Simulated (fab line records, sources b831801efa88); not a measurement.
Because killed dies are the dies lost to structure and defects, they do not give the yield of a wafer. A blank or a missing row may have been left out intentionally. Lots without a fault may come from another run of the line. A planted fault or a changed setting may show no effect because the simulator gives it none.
fab line records -- flow gf180mcu
[record] lots = 6, wafers = 18, last_day = 34
route steps=602 shown MIM@507
lots untouched by any fault: they come from a run of this same line in which no faults occurred
start_h: the number of hours between the record's first day and the start of the first shown wafer of the lot -- wait_h: hours since the lot's step before -- " same as the row above -- L1.1+2: one row covering several wafers at once -- - no value, or no start given -- * or withheld: withheld -- < > ~ a bound
route shown NAME@n: a module of which the file shows steps, and the number in the route of the first -- usual: mean/standard deviation taken from wafers without a fault -- same: alike in all rows -- chamber/n: place in a boat -- sites: the reading at each site -- _std_site: the values' standard deviation -- _edge_site: inner sites' mean taken away from outer sites' mean -- radius_mm: for every site, how far away it sits from the centre of the wafer -- mask NAME#n: copy n -- behind: the tool/chamber that last shaped the wafer -- hold: why the lot was held/for how many hours/how that ended -- device: which transistor (n, p or np) failed to switch -- end of line: the same wafers' tests at the end of the route -- where a step has no rows: the recipe by itself -- killed: dies lost to structure and defects at the first sort, not the wafer's yield -- map: shows each die of a wafer: x if killed, . if not, _ if none is there
set.NAME: setting as actually run; set.NAME@STEP: the setting as run at that earlier step -- model.NAME: the simulator's own value behind a step, which no gauge read
lots seen at some steps along the route; tables by step, rows by wafer
services: a tool's chamber out of use, with start hour (start_h, from the record's first day; less than 0 if before it), hours out, and reason
[[steps]]
[step GF_MIM_SPUTTER_04]
[recipe] material = TiN, target_thk_nm = 50, power_w = 6500, time_s = 41.7, chamber_pressure_pa = 0.4
[usual] throttle_valve_pct = 30.1/0.85
[same] time_s = 41.7
lot.wafer,tool,chamber,start_h,wait_h,throttle_valve_pct
L712.2,pvd_sputter-04,-,578.88,0.0,30.8
L712.3,pvd_sputter-04,-,578.88,0.0,31.1
L712.6,pvd_sputter-04,-,578.88,0.0,30.9
L713.1,pvd_sputter-03,-,588.74,0.0,30.6
L713.4,pvd_sputter-03,-,588.74,0.0,29.0
L713.6,pvd_sputter-03,-,588.74,0.0,30.3
L723.1,pvd_sputter-04,-,667.72,0.0,30.7
L723.3,pvd_sputter-04,-,667.72,0.0,30.7
L723.4,pvd_sputter-04,-,667.72,0.0,29.7
L724.1,pvd_sputter-04,-,672.22,0.0,31.2
L724.2,pvd_sputter-04,-,672.22,0.0,30.6
L724.5,pvd_sputter-04,-,672.22,0.0,31.1
L731.1,pvd_sputter-03,-,717.02,0.0,30.4
L731.2,pvd_sputter-03,-,717.02,0.0,28.8
L731.4,pvd_sputter-03,-,717.02,0.0,30.9
L733.2,pvd_sputter-02,-,733.85,0.0,29.4
L733.4,pvd_sputter-02,-,733.85,0.0,29.1
L733.6,pvd_sputter-02,-,733.85,0.0,31.0
[step GF_MIM_CVD_05]
[recipe] material = Si3N4, target_thk_nm = 42, temp_max_c = 400, temp_c = 385, time_s = 29.086, rf_w = 450
[usual] heater_power_w = 654/86
[same] time_s = 29.086
lot.wafer,tool,chamber,start_h,wait_h,heater_power_w
L712.2,pecvd-03,1,578.92,0.0,764
L712.3,pecvd-03,2,578.92,0.0,544
L712.6,pecvd-03,2,578.92,0.0,547
L713.1,pecvd-01,1,588.78,0.0,702
L713.4,pecvd-01,1,588.78,0.0,689
L713.6,pecvd-01,2,588.78,0.0,616
L723.1,pecvd-02,1,667.76,0.0,646
L723.3,pecvd-02,0,667.76,0.0,657
L723.4,pecvd-02,1,667.76,0.0,654
L724.1,pecvd-02,2,672.26,0.0,492
L724.2,pecvd-02,1,672.26,0.0,670
L724.5,pecvd-02,0,672.26,0.0,597
L731.1,pecvd-02,0,717.06,0.0,679
L731.2,pecvd-02,1,717.06,0.0,707
L731.4,pecvd-02,1,717.06,0.0,697
L733.2,pecvd-01,2,733.89,0.0,677
L733.4,pecvd-01,1,733.89,0.0,811
L733.6,pecvd-01,0,733.89,0.0,512
[step GF_MIM_THK_MEAS_06]
[recipe] reads = Si3N4_of_MIM_CVD_05
[usual] MIM_CVD_05_THK = 42.0/0.49
lot.wafer,tool,chamber,start_h,wait_h,MIM_CVD_05_THK[nm]
L712.2,film_metro-03,-,578.96,0.0,41.1
L712.3,film_metro-03,-,578.96,0.0,41.6
L712.6,film_metro-03,-,578.96,0.0,41.9
L713.1,film_metro-03,-,588.81,0.0,41.3
L713.4,film_metro-03,-,588.81,0.0,41.9
L713.6,film_metro-03,-,588.81,0.0,42.2
L723.1,film_metro-04,-,667.79,0.0,42.0
L723.3,film_metro-04,-,667.79,0.0,41.6
L723.4,film_metro-04,-,667.79,0.0,42.3
L724.1,film_metro-01,-,672.29,0.0,41.4
L724.2,film_metro-01,-,672.29,0.0,41.3
L724.5,film_metro-01,-,672.29,0.0,42.2
L731.1,film_metro-03,-,717.09,0.0,41.6
L731.2,film_metro-03,-,717.09,0.0,41.7
L731.4,film_metro-03,-,717.09,0.0,42.0
L733.2,film_metro-04,-,733.93,0.0,41.6
L733.4,film_metro-04,-,733.93,0.0,41.7
L733.6,film_metro-04,-,733.93,0.0,42.0
[step GF_MIM_SPUTTER_07]
[recipe] material = TiN, target_thk_nm = 60, power_w = 6500, time_s = 51.16, chamber_pressure_pa = 0.4
[usual] throttle_valve_pct = 30.0/0.91
[same] time_s = 51.16
lot.wafer,tool,chamber,start_h,wait_h,throttle_valve_pct
L712.2,pvd_sputter-03,-,579.01,0.0,29.0
L712.3,pvd_sputter-03,-,579.01,0.0,30.8
L712.6,pvd_sputter-03,-,579.01,0.0,30.2
L713.1,pvd_sputter-02,-,588.87,0.1,28.8
L713.4,pvd_sputter-02,-,588.87,0.1,29.4
L713.6,pvd_sputter-02,-,588.87,0.1,29.5
L723.1,pvd_sputter-03,-,667.85,0.1,30.6
L723.3,pvd_sputter-03,-,667.85,0.1,29.4
L723.4,pvd_sputter-03,-,667.85,0.1,30.6
L724.1,pvd_sputter-03,-,672.35,0.1,30.8
L724.2,pvd_sputter-03,-,672.35,0.1,29.0
L724.5,pvd_sputter-03,-,672.35,0.1,30.2
L731.1,pvd_sputter-04,-,717.15,0.1,31.0
L731.2,pvd_sputter-04,-,717.15,0.1,30.0
L731.4,pvd_sputter-04,-,717.15,0.1,30.5
L733.2,pvd_sputter-03,-,733.98,0.0,30.9
L733.4,pvd_sputter-03,-,733.98,0.0,29.2
L733.6,pvd_sputter-03,-,733.98,0.0,30.0
[step GF_MIM_SPUTTER_08]
[recipe] material = AlCu, target_thk_nm = 200, power_w = 10600, time_s = 10.6, chamber_pressure_pa = 0.4
[usual] throttle_valve_pct = 30.0/0.92
[same] time_s = 10.6
lot.wafer,tool,chamber,start_h,wait_h,throttle_valve_pct
L712.2,pvd_sputter-03,-,579.05,0.0,29.0
L712.3,pvd_sputter-03,-,579.05,0.0,30.7
L712.6,pvd_sputter-03,-,579.05,0.0,30.5
L713.1,pvd_sputter-02,-,588.91,0.0,28.7
L713.4,pvd_sputter-02,-,588.91,0.0,29.7
L713.6,pvd_sputter-02,-,588.91,0.0,29.4
L723.1,pvd_sputter-03,-,667.89,0.0,30.6
L723.3,pvd_sputter-03,-,667.89,0.0,29.0
L723.4,pvd_sputter-03,-,667.89,0.0,30.3
L724.1,pvd_sputter-03,-,672.40,0.0,30.7
L724.2,pvd_sputter-03,-,672.40,0.0,28.9
L724.5,pvd_sputter-03,-,672.40,0.0,30.4
L731.1,pvd_sputter-04,-,717.20,0.0,30.9
L731.2,pvd_sputter-04,-,717.20,0.0,30.1
L731.4,pvd_sputter-04,-,717.20,0.0,30.5
L733.2,pvd_sputter-03,-,734.03,0.0,30.7
L733.4,pvd_sputter-03,-,734.03,0.0,28.8
L733.6,pvd_sputter-03,-,734.03,0.0,30.5
[step GF_MIM_SPUTTER_09]
[recipe] material = TiN, target_thk_nm = 35, power_w = 6500, time_s = 29.2, chamber_pressure_pa = 0.4
[usual] throttle_valve_pct = 30.0/0.91
[same] time_s = 29.2
lot.wafer,tool,chamber,start_h,wait_h,throttle_valve_pct
L712.2,pvd_sputter-03,-,579.08,0.0,29.0
L712.3,pvd_sputter-03,-,579.08,0.0,31.0
L712.6,pvd_sputter-03,-,579.08,0.0,30.2
L713.1,pvd_sputter-02,-,588.94,0.0,29.0
L713.4,pvd_sputter-02,-,588.94,0.0,29.4
L713.6,pvd_sputter-02,-,588.94,0.0,29.4
L723.1,pvd_sputter-03,-,667.92,0.0,30.9
L723.3,pvd_sputter-03,-,667.92,0.0,29.1
L723.4,pvd_sputter-03,-,667.92,0.0,30.3
L724.1,pvd_sputter-03,-,672.42,0.0,30.8
L724.2,pvd_sputter-03,-,672.42,0.0,29.1
L724.5,pvd_sputter-03,-,672.42,0.0,30.5
L731.1,pvd_sputter-04,-,717.22,0.0,30.7
L731.2,pvd_sputter-04,-,717.22,0.0,30.2
L731.4,pvd_sputter-04,-,717.22,0.0,30.5
L733.2,pvd_sputter-03,-,734.05,0.0,30.9
L733.4,pvd_sputter-03,-,734.05,0.0,29.3
L733.6,pvd_sputter-03,-,734.05,0.0,30.2
[step GF_MIM_RS_MEAS_10]
[recipe] thk_meas_gauge = four-point-probe, reads = TiN_of_MIM_SPUTTER_09+AlCu_of_MIM_SPUTTER_08+TiN_of_MIM_SPUTTER_07
[usual] MIM_ALCU_RS = 0.1605/0.0012
lot.wafer,tool,chamber,start_h,wait_h,MIM_ALCU_RS[ohm/sq]
L712.2,film_metro-04,-,579.13,0.0,0.1590
L712.3,film_metro-04,-,579.13,0.0,0.1589
L712.6,film_metro-04,-,579.13,0.0,0.1606
L713.1,film_metro-04,-,588.97,0.0,0.1588
L713.4,film_metro-04,-,588.97,0.0,0.1591
L713.6,film_metro-04,-,588.97,0.0,0.1581
L723.1,film_metro-04,-,667.95,0.0,0.1592
L723.3,film_metro-04,-,667.95,0.0,0.1588
L723.4,film_metro-04,-,667.95,0.0,0.1590
L724.1,film_metro-04,-,672.45,0.0,0.1609
L724.2,film_metro-04,-,672.45,0.0,0.1596
L724.5,film_metro-04,-,672.45,0.0,0.1603
L731.1,film_metro-01,-,717.25,0.0,0.1590
L731.2,film_metro-01,-,717.25,0.0,0.1606
L731.4,film_metro-01,-,717.25,0.0,0.1608
L733.2,film_metro-03,-,734.10,0.0,0.1596
L733.4,film_metro-03,-,734.10,0.0,0.1598
L733.6,film_metro-03,-,734.10,0.0,0.1596
[step GF_MIM_THK_MEAS_11]
[recipe] thk_meas_gauge = xrf, reads = AlCu_of_MIM_SPUTTER_08
[usual] MIM_ALCU_THK = 200.1/1.6
lot.wafer,tool,chamber,start_h,wait_h,MIM_ALCU_THK[nm]
L712.2,film_metro-04,-,579.24,0.1,201.0
L712.3,film_metro-04,-,579.24,0.1,201.1
L712.6,film_metro-04,-,579.24,0.1,200.1
L713.1,film_metro-04,-,589.09,0.1,201.5
L713.4,film_metro-04,-,589.09,0.1,201.1
L713.6,film_metro-04,-,589.09,0.1,202.8
L723.1,film_metro-04,-,668.07,0.1,202.5
L723.3,film_metro-04,-,668.07,0.1,201.0
L723.4,film_metro-04,-,668.07,0.1,201.7
L724.1,film_metro-04,-,672.57,0.1,198.5
L724.2,film_metro-04,-,672.57,0.1,200.1
L724.5,film_metro-04,-,672.57,0.1,199.9
L731.1,film_metro-01,-,717.37,0.1,202.9
L731.2,film_metro-01,-,717.37,0.1,203.0
L731.4,film_metro-01,-,717.37,0.1,199.6
L733.2,film_metro-03,-,734.21,0.1,200.5
L733.4,film_metro-03,-,734.21,0.1,200.0
L733.6,film_metro-03,-,734.21,0.1,201.0
[step GF_MIM_DEHYDRATE_12]
[recipe] temp_c = 200, time_s = 60
[step GF_MIM_HMDS_13]
[recipe] prime_time_s = 60, prime_temp_c = 120
[step GF_MIM_COAT_14]
[recipe] resist = NOVOLAK, spin_rpm = 3000, resist_thk_nm = 1000
[step GF_MIM_SOFTBAKE_15]
[recipe] temp_c = 90, time_s = 60, resist = NOVOLAK
[step GF_MIM_EXPOSE_16]
[recipe] mask_id = FuseTop, target_cd_nm = 2000, na = 0.6, source_shape = conventional, sigma_outer = 0.6, dose_mj = 140
[usual] exposure_dose_mJ_cm2 = 140.01/0.15, focus_offset_nm = 0.0/0.54
lot.wafer,tool,chamber,start_h,wait_h,mask,exposure_dose_mJ_cm2,focus_offset_nm
L712.2,iline_stepper-02,0,589.73,-,FuseTop#0,140.11,-0.5
L712.3,iline_stepper-02,0,589.73,-,FuseTop#0,140.08,-0.9
L712.6,iline_stepper-02,0,589.73,-,FuseTop#0,140.00,-1.5
L713.1,iline_stepper-01,0,599.55,-,FuseTop#0,140.15,1.0
L713.4,iline_stepper-01,0,599.55,-,FuseTop#0,140.06,0.3
L713.6,iline_stepper-01,0,599.55,-,FuseTop#0,139.87,0.7
L723.1,iline_stepper-01,-,677.84,-,FuseTop#0,-,-
L723.3,iline_stepper-01,-,677.84,-,FuseTop#0,-,-
L723.4,iline_stepper-01,-,677.84,-,FuseTop#0,-,-
L724.1,iline_stepper-02,-,682.01,-,FuseTop#0,-,-
L724.2,iline_stepper-02,-,682.01,-,FuseTop#0,-,-
L724.5,iline_stepper-02,-,682.01,-,FuseTop#0,-,-
L731.1,iline_stepper-02,0,725.73,-,FuseTop#0,139.96,-0.1
L731.2,iline_stepper-02,0,725.73,-,FuseTop#0,140.13,0.5
L731.4,iline_stepper-02,0,725.73,-,FuseTop#0,140.00,-0.3
L733.2,iline_stepper-01,0,742.88,-,FuseTop#0,139.91,0.6
L733.4,iline_stepper-01,0,742.88,-,FuseTop#0,140.20,0.2
L733.6,iline_stepper-01,0,742.88,-,FuseTop#0,139.90,0.0
[step GF_MIM_PEB_17]
[recipe] temp_c = withheld, time_s = *, resist = NOVOLAK
[[services]]
tool,chamber,start_h,hours,kind
pecvd-03,-,559.67,0.7,repair
pecvd-02,2,580.17,7.3,repair
pvd_sputter-04,-,588.74,8.7,repair
pecvd-03,-,591.12,14.0,pm
pecvd-03,0,591.12,14.0,vent_cycle
pecvd-03,1,591.12,14.0,vent_cycle
pecvd-03,2,591.12,14.0,vent_cycle
pecvd-03,0,605.12,-,clean
pecvd-03,1,605.12,-,clean
pecvd-03,2,605.12,-,clean
pecvd-01,-,646.45,0.8,pm
pvd_sputter-02,-,653.30,2.3,repair
iline_stepper-01,-,663.41,1.7,pm
pvd_sputter-02,-,673.75,9.5,repair
iline_stepper-02,-,675.37,1.7,pm
pecvd-01,-,681.93,4.7,repair
pecvd-01,0,684.57,6.6,repair
pvd_sputter-04,-,686.18,11.5,repair
pvd_sputter-04,-,701.39,3.7,repair
pvd_sputter-03,-,712.66,1.8,repair
pvd_sputter-02,-,718.23,3.1,repair
pvd_sputter-04,-,720.30,0.7,repair
[[key]]
[first_sign] step = GF_MIM_EXPOSE_16, reading = tool_record, direction = missing
effect none on later readings
met_at GF_MIM_EXPOSE_16
struck_wafers L723.1,L723.3,L723.4,L724.1,L724.2,L724.5
later_rows_left_out L723.1,L723.3,L723.4,L724.1,L724.2,L724.5
sort_left_out L723.1,L723.3,L723.4,L724.1,L724.2,L724.5
onset_between 599.55 677.84
[fault] kind = skipped_step_whole, tool = iline_stepper-01,iline_stepper-02, chamber = -, onset_h = 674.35, steps = GF_MIM_EXPOSE_16, scope = struck_lots_only
// sort_left_out: the simulated sort isn't trusted on such a fault, so these wafers' sort isn't shown, and their yield isn't known
// later_rows_left_out: the simulator's readings of these wafers behind a module that went badly wrong aren't trusted and aren't shown, but for the sort
